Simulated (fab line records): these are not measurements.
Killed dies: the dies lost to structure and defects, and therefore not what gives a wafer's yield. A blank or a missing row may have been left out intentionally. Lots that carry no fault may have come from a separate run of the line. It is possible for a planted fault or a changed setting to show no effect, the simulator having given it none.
Struck lot and sound lot, side by side ; flow gf180mcu ; 15 steps out of a route of 602
Sound: these wafers, L277.1, L277.3, L277.5. Wafers L281.2, L281.5, L281.6 were the ones struck. The cause is given at the end.
For every step that has rows: the tool of each side, followed by ch and its chambers, followed by its first start. Under that, the readings that differ: sound wafers ; struck wafers ; difference of the means ; sigmas: that difference in standard deviations of wafers without a fault.
alike: words and numbers the same on both sides, and readings whose means are apart by under 2 such deviations; not compared: readings that were withheld, readings missing a value for some wafer, numbers with overlapping values and no deviation given by the record, and bounds like >300 which may hide the same value.
The two part at a step that has a row with sigmas, a row that says differs or no value, or rows on one side only. Numbers that don't overlap but have no deviation are shown without sigmas and don't part them. A reading missing from all wafers of one side parts the sides only when that side holds two or more wafers.

first, 3 steps without rows for these wafers: GF_CONTACT_EXPOSE_11 (exposes mask Contact, target cd 220 nm); GF_CONTACT_PEB_12 (peb time 90 s); GF_CONTACT_DEVELOP_13 (develop time 60 s).
GF_CONTACT_CD_MEAS_14: target cd 220 nm.
  sound: cd-sem-02 at day 17 03:59; struck: cd-sem-02 at day 19 03:45
  alike: cd-nm
GF_CONTACT_OVL_MEAS_15:
  sound: overlay-02 at day 17 04:06; struck: overlay-02 at day 19 03:51
  alike: CONTACT_OVL
GF_CONTACT_ETCH_16: etches BARC in N2/H2.
  sound on rie-diel-02 ch 1,2,3, day 17 04:08; struck on rie-diel-04 ch 0,1,2, day 19 03:53
  alike: drypump-motor-current-A, n2-flow-sccm, oes-product-au, throttle-valve-pct
GF_CONTACT_ETCH_17: etches SiO2 in C4F8/O2/Ar, stops on CoSi2, target depth 860 nm.
  sound on rie-diel-02 ch 1,2,3; struck on rie-diel-04 ch 0,1,2
  alike: oes-product-au
GF_CONTACT_STRIP_18: strips in O2/N2.
  sound on plasma-asher-01 ch 1, day 17 04:18; struck on plasma-asher-02 ch 0,1, day 19 04:02
reading;sound;struck;difference;sigmas
n2-flow-sccm (sccm);299.6 299.1 298.8;301.5 301.0 301.2;+2.1;+2
  alike: drypump-motor-current-A, heater-power-w, oes-product-au
  not compared: rf-hours-counter-h
then, 3 steps without rows for these wafers: GF_CONTACT_CLEAN_19 (cleans in SPM); GF_CONTACT_CLEAN_20 (cleans in DIW); GF_CONTACT_CLEAN_21 (cleans in dHF, time 20 s).
GF_CONTACT_SPUTTER_22: material Ti, target thk 15 nm, time 80.02 s.
  sound: pvd-sputter-03 at day 17 04:43; struck: pvd-sputter-04 at day 19 04:20
  alike: cathode-dc-power-W, chamber-pressure-pa, throttle-valve-pct
GF_CONTACT_SPUTTER_23: material TiN, target thk 10 nm, time 40 s.
  sound: pvd-sputter-03 at day 17 04:47; struck: pvd-sputter-04 at day 19 04:24
  no value came back on the struck wafers for cathode-dc-power-W (W), chamber-pressure-pa (Pa), throttle-valve-pct (%); on the sound wafers cathode-dc-power-W (W) reads 3999.4 3999.1 4000.2
GF_CONTACT_CVD_24: deposits W, target thk 300 nm, time 90.339 s.
  sound on cvd-w-01 ch 0,1, day 17 04:49; struck on cvd-w-01 ch 0,1, day 19 04:26
  alike: heater-power-w
-- the record jumps here: 12 days lie between the struck wafers' starts before and after (it left off in module CONTACT and takes up again in module PASSIVATION, whose first step shown is number 602 of the route) --
GF_PASSIVATION_PROBE_99:
  the record has rows for the struck wafers here (prober-02, day 31 09:37) and none for the sound ones

## WHERE THEY PART
At GF_CONTACT_STRIP_18 first; at GF_PASSIVATION_PROBE_99 last (within this record only).

WHY: what had been put in by the simulator
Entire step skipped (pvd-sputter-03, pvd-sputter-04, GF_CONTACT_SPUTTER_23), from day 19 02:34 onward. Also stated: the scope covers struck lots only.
